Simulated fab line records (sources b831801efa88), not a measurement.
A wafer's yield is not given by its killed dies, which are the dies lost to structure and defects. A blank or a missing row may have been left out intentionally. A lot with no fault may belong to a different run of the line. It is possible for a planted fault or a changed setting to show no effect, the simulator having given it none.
2 desks, one fault -- flow sky130 -- each desk has only its own numbers; what lay behind them comes last

## METROLOGY DESK
What the gauges read, lot by lot, whatever tool the lot ran on: means of the sampled wafers that have a number. The brackets show how far a lot's mean lies from the usual mean; more than 4 standard deviations puts the lot out of limits, marked OUT.
Columns: A = SONOS_TUNNEL_TW at SKY_SONOS_TUNNEL_TW_MEAS_12, usual 196.9; B = CONTACT_CVD_00_THK at SKY_CONTACT_THK_MEAS_01, usual 75.3 nm
lot,first seen here,A,B
L623,day 11 15:46,200.0,76.0
L624,day 12 02:29,198.2,75.2
L628,day 13 03:59,197.0,76.3
L631,day 14 06:33,197.7,76.0
L633,day 14 19:31,226.2 (+24) OUT,-
L634,day 15 05:22,225.6 (+24) OUT,76.4
L635,day 15 08:26,196.0,75.8
L637,day 16 05:13,196.7,74.2
L640,day 17 01:07,196.1,75.3
L641,day 17 04:09,196.2,75.8
L643,day 18 03:11,195.8,75.8
L645,day 18 18:49,195.5,75.7
L646,day 19 00:20,197.3,74.3
This desk finds L633, L634 out of limits, with the earliest case on L633 at day 14 19:31 (SONOS_TUNNEL_TW at SKY_SONOS_TUNNEL_TW_MEAS_12). L623, L624, L628, L631, L635, L637, L640, L641, L643, L645, L646: within limits.

## TOOL OWNER'S DESK, implanter-01
For each lot that ran on this tool, the mean over its sampled wafers that have a number, from the tool's own readings at SKY_SONOS_TUNNEL_IMPLANT_09. The brackets show how far a lot's mean lies from the usual mean; more than 4 standard deviations puts the lot out of limits, marked OUT.
Columns: A = dose ions cm2 at SKY_SONOS_TUNNEL_IMPLANT_09, usual 1e+12; B = faraday current uA at SKY_SONOS_TUNNEL_IMPLANT_09, usual 5.64
lot,first seen here,A,B
L623,day 11 15:21,1e+12,5.71
L628,day 13 03:34,1e+12,5.65
L631,day 14 06:08,1e+12,5.79
L633,day 14 19:05,2e+12 (+99 or more) OUT,9.21 (+32) OUT
L634,day 15 04:58,2e+12 (+99 or more) OUT,9.14 (+32) OUT
L646,day 18 23:55,1e+12,5.73
This desk finds L633, L634 out of limits, L633 being first, at day 14 19:05 (dose ions cm2 at SKY_SONOS_TUNNEL_IMPLANT_09). L623, L628, L631, L646: within limits.

## ALL TOGETHER
An alarm could have come from the tool owner's desk at day 14 19:05, on L633, L634.
L633, L634 would have let the metrology desk raise an alarm at day 14 19:31.
All the named lots went through SKY_SONOS_TUNNEL_IMPLANT_09 on implanter-01.

## WHAT THE SIMULATOR HAD PUT IN
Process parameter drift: implanter-01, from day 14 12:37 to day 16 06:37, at SKY_SONOS_TUNNEL_IMPLANT_09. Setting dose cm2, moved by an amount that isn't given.
Lots struck among those shown: L633, L634.
Fault start to first reading out of limits, in hours, per desk: tool owner, 6; metrology, 7.
